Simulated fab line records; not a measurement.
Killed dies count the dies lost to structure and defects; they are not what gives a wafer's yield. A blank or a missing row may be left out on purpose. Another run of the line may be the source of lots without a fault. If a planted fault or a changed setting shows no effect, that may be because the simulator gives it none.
8D (eight disciplines) problem report, filled in by code | flow sky130 | the parts of the form that need people (team, actions taken, sign-off) are left out

1. PROBLEM STATEMENT
Wafers without a fault read 0.855 a.u., standard deviation 0.0053; oes product au at SKY_VIA2_ETCH_14 reads a mean of 0.880 a.u. on 2 wafers belonging to 2 lots. That is +4.7 standard deviations from the usual mean.
The step: etches BARC in N2/H2, stops on SiO2, time 45.9 s, target depth 60 nm.
Earliest sighting: wafer L640.1 on rie diel-01 at day 42 06:32. The record has a number at this step for 33 wafers belonging to 11 lots. The rule behind "out" and "out of limits": a value lying over 4 standard deviations away from the usual mean. Any other wafer with a number is counted as sound.

2. WHAT IT IS; WHAT IT IS NOT
question                    | is                       | is not
which readings at this step | oes product au           | drypump motor current A, throttle valve pct
which lots                  | L640, L641               | L619, L620, L623, L626, L629, L630, L632, L637, L642
which wafers of those lots  | L640.1, L641.2           | L640.4, L640.5, L641.3, L641.6
read on which tools         | rie diel-01, rie diel-03 | rie diel-04
when                        | from day 42 06:32        | up to then (26 sound wafers); but 5 sound wafers of L641, L642 came after

3. THE SUSPECTS, EACH WITH WHAT RULES IT OUT
Counting: if a tool at a process step up to the reading ran every lot that is out, it stays a suspect. Sound lots after the first of them don't rule it out here, since some wafers of a struck lot are sound.
- rie metal-01 at SKY_METAL2_ETCH_18 (etches BARC in N2/H2, stops on SiO2, time 45.9 s, target depth 60 nm): kept. It processed each lot that is out (first: L640, day 41 05:26); up to then, its last sound lot is L630 (day 38 23:37).
- litho track-04 at SKY_VIA2_COAT_06 (resist thk 60 nm): kept. It processed each lot that is out (first: L640, day 41 17:55); up to then, its last sound lot is L637 (day 41 01:40).
Left after counting: rie metal-01 at SKY_METAL2_ETCH_18, litho track-04 at SKY_VIA2_COAT_06.

4. THE CAUSE (what the simulator had put in)
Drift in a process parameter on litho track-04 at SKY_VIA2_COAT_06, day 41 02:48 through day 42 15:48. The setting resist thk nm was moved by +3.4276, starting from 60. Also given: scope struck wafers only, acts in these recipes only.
Counting leaves 2 suspects; this tool is one of them.

5. THE CHAIN OF EFFECTS, in route order
Rows list readings where the struck wafers' mean (over those with a number) sits beyond 3 standard deviations from the usual. Scope: only readings with a usual standard deviation given in the record; hours: median across lots of the time from each lot's start at the first step in this table that gives one to its start at this step; sigmas: change in usual standard deviations.
hours | step             | reading        | usual      | on struck wafers | change | sigmas
0     | SKY_VIA2_ETCH_14 | oes product au | 0.855 a.u. | 0.880            | +0.025 | +4.7
The process steps in it:
- SKY_VIA2_ETCH_14: etches BARC in N2/H2, stops on SiO2, time 45.9 s, target depth 60 nm.

6. HOW IT WOULD HAVE BEEN CAUGHT EARLIER
In this record no reading fell out of limits until day 42 06:32, 28 hours after the fault had begun at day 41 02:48.
Lots out: 2; all had begun SKY_VIA2_COAT_06 on litho track-04 by day 42 06:32. Had the tool been put on hold then, not one of them would have been saved.
